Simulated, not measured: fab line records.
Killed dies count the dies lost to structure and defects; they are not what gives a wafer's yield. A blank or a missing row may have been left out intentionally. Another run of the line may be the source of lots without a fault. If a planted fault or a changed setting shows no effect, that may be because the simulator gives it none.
A lot that was struck, set against a sound lot | flow gf180mcu | 26 steps out of a route of 602
Sound: wafers L179.1, L179.3, L179.5. Struck: wafers L186.3, L186.4, L186.6. The cause comes at the end.
Each step with rows lists, per side, the tool, then ch with its chambers, then its first start. Under that, the readings that differ: sound wafers | struck wafers | difference of the means | sigmas: that difference in standard deviations of wafers without a fault.
alike: same words and numbers on both sides, and readings whose means sit less than 2 such deviations apart. not compared: any withheld reading, any reading some wafer has no value for, any bound like >300 that may hide the same value, and any number with overlapping values for which the record gives no deviation.
Wherever a step has rows on one side only, a row that says differs or no value, or a row with sigmas, the two part there. Numbers that have no deviation but don't overlap get no sigmas and don't part them. A reading that every wafer of one side lacks parts them only if that side has two wafers or more.

first, 6 steps without rows for these wafers: GF_TOP_METAL_HMDS_08 (prime time 60 s); GF_TOP_METAL_COAT_09 (resist thk 1500 nm); GF_TOP_METAL_SOFTBAKE_10 (time 60 s); GF_TOP_METAL_EXPOSE_11 (exposes mask MetalTop, target cd 440 nm); GF_TOP_METAL_PEB_12; GF_TOP_METAL_DEVELOP_13 (develop time 60 s).
GF_TOP_METAL_CD_MEAS_14: the cd target is 440 nm.
  sound: cd sem-02 at day 28 15:11; struck: cd sem-01 at day 30 18:33
  alike: cd nm
GF_TOP_METAL_OVL_MEAS_15:
  sound: overlay-01 at day 28 15:18; struck: overlay-01 at day 30 18:38
  alike: TOP_METAL_OVL
GF_TOP_METAL_METAL_ETCH_16: etches the open film in Cl2/BCl3, stops on SiO2, target depth 1197 nm, time 199.5 s.
  sound on rie metal-04 ch 0,1, day 28 15:20; struck on rie metal-01 ch 0, day 30 18:47
  alike: drypump motor current A, oes product au, throttle valve pct
  not compared: rf hours counter h
GF_TOP_METAL_STRIP_17: strips in O2/N2.
  sound on plasma asher-03 ch 0, day 28 15:32; struck on plasma asher-02 ch 0,1, day 30 19:05
  alike: drypump motor current A, heater power w, oes product au, strip time to endpoint s
  not compared: rf hours counter h
then, 2 steps without rows for these wafers: GF_TOP_METAL_STRIP_18 (strips in post etch residue remover, time 1200 s); GF_TOP_METAL_CLEAN_19 (cleans in DIW).
GF_PASSIVATION_CVD_00: deposits SiO2 from TEOS, target thk 1000 nm, time 111.95 s.
  sound on pecvd-01 ch 0,1,2, day 28 16:04; struck on pecvd-02 ch 0,1, day 30 19:35
  no value came back on the struck wafers for heater power outer w (W), heater power w (W), time s (s); on the sound wafers heater power outer w (W) reads 535 285 417
GF_PASSIVATION_CVD_02: deposits Si3N4, target thk 700 nm, time 486.18 s.
  sound on pecvd-02 ch 0,2, day 28 16:13; struck on pecvd-01 ch 0,2, day 30 19:46
  alike: heater power outer w, heater power w
GF_PASSIVATION_THK_MEAS_03:
  sound: film metro-04 at day 28 16:40; struck: film metro-04 at day 30 20:05
  alike: PASSIVATION_CVD_02_THK
then, 7 steps without rows for these wafers: GF_PASSIVATION_DEHYDRATE_04 (time 60 s); GF_PASSIVATION_HMDS_05 (prime time 60 s); GF_PASSIVATION_COAT_06 (resist thk 4000 nm); GF_PASSIVATION_SOFTBAKE_07; GF_PASSIVATION_EXPOSE_08 (exposes mask Pad, target cd 40000 nm); GF_PASSIVATION_PEB_09; GF_PASSIVATION_DEVELOP_10 (develop time 60 s).
GF_PASSIVATION_ETCH_11: etches the open film in CF4/O2, stops on TiN, target depth 2040 nm, time 453.3 s.
  sound on rie diel-03 ch 1,2, day 29 11:50; struck on rie diel-02 ch 0,1,3, day 31 14:19
  alike: O2_flow_sccm, drypump motor current A, oes product au, throttle valve pct
  not compared: rf hours counter h
GF_PASSIVATION_STRIP_12: strips in O2/N2.
  sound on plasma asher-03 ch 0,1, day 29 12:06; struck on plasma asher-03 ch 0,1, day 31 14:37
  alike: drypump motor current A, heater power w, oes product au, strip time to endpoint s
  not compared: rf hours counter h
then, 1 step without rows for these wafers: GF_PASSIVATION_ANNEAL_13 (time 1800 s).
GF_PASSIVATION_BOW_MEAS_14:
  sound: film metro-02 at day 29 13:42; struck: film metro-04 at day 31 16:14
  reading              | sound       | struck     | difference | sigmas
  PASSIVATION_BOW (um) | 135 138 134 | 96 101 100 | -37        | -3

## WHERE THEY PART
Last at GF_PASSIVATION_BOW_MEAS_14 as far as this record goes, first at GF_PASSIVATION_CVD_00.

WHY: whatever the simulator had introduced
Skipped step whole: pecvd-02, from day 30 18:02 on, at GF_PASSIVATION_CVD_00. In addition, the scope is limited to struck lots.
